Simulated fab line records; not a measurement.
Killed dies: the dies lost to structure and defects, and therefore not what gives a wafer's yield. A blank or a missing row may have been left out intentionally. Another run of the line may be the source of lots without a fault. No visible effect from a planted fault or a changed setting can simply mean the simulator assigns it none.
A lot that was struck, set against a sound lot ; flow gf180mcu ; 15 steps out of a route of 602
Sound: the wafers L903.1, L903.3, L903.4. Struck: wafer L916.1 (left out: L916.2, L916.4 of the same lot, which were not struck); the cause appears at the end.
Per side, at each step with rows, come the tool, then ch with its chambers, and then its first start. Under that, the readings that differ: sound wafers ; struck wafers ; difference of the means ; sigmas: that difference in standard deviations of wafers without a fault.
alike: readings whose means differ by less than 2 such deviations, and words and numbers that are the same on both sides. not compared: withheld readings, readings that some wafer has no value for, bounds like >300 that may hide the same value, and numbers for which the record gives no deviation and whose values overlap.
The two part at a step that has a row with sigmas, a row that says differs or no value, or rows on one side only. Numbers that have no deviation but don't overlap get no sigmas and don't part them. A reading that every wafer of one side lacks parts them only if that side has two wafers or more.

first, 5 steps without rows for these wafers: GF_V3_COAT_09 (resist thk 1000 nm); GF_V3_SOFTBAKE_10 (time 60 s); GF_V3_EXPOSE_11 (exposes mask Via3, target cd 260 nm); GF_V3_PEB_12 (peb time 90 s); GF_V3_DEVELOP_13 (develop time 60 s).
GF_V3_CD_MEAS_14: the cd target is 260 nm.
  sound: cdSem-01 at day 22 08:29; struck: cdSem-02 at day 27 03:23
  alike: cdNm
GF_V3_OVL_MEAS_15:
  sound: overlay-01 at day 22 08:36; struck: overlay-02 at day 27 03:30
  alike: V3_OVL
GF_V3_ETCH_16: etches BARC in N2/H2.
  sound on rieDiel-02 ch 1,2,3, day 22 08:38; struck on rieDiel-02 ch 3, day 27 03:32
  alike: drypumpMotorCurrentA, oesProductAu, rfFwdPowerW, throttleValvePct
GF_V3_ETCH_17: etches SiO2 in C4F8/O2/Ar, stops on TiN, target depth 635 nm.
  sound on rieDiel-02 ch 1,2,3; struck on rieDiel-02 ch 3
  alike: oesProductAu, rfFwdPowerW
GF_V3_STRIP_18: strips in O2/N2.
  sound on plasmaAsher-01 ch 0,1, day 22 08:46; struck on plasmaAsher-01 ch 1, day 27 03:40
  alike: drypumpMotorCurrentA, heaterPowerW, oesProductAu
  not compared: rfHoursCounterH
then, 2 steps without rows for these wafers: GF_V3_STRIP_19 (strips in post etch residue remover, time 1200 s); GF_V3_CLEAN_20 (cleans in DIW).
GF_V3_SPUTTER_21: material Ti, target thk 15 nm, time 80.02 s.
  sound: pvdSputter-03 at day 22 09:18; struck: pvdSputter-01 at day 27 04:12
reading;sound;struck;difference;sigmas
model.Ti_of_V3_SPUTTER_21.thkNm (nm);15.05 15.07 14.99;13.58;-1.46;
  alike: throttleValvePct
GF_V3_SPUTTER_22: material TiN, target thk 10 nm, time 40 s.
  sound: pvdSputter-03 at day 22 09:22; struck: pvdSputter-01 at day 27 04:16
reading;sound;struck;difference;sigmas
throttleValvePct (%);29.6 30.6 29.9;27.4;-2.6;-2
next, for these wafers, 1 step has no rows: GF_PASSIVATION_PROBE_99.

WHERE THEY PART
Within this record, at GF_V3_SPUTTER_22 only.

WHY: what had been put in by the simulator
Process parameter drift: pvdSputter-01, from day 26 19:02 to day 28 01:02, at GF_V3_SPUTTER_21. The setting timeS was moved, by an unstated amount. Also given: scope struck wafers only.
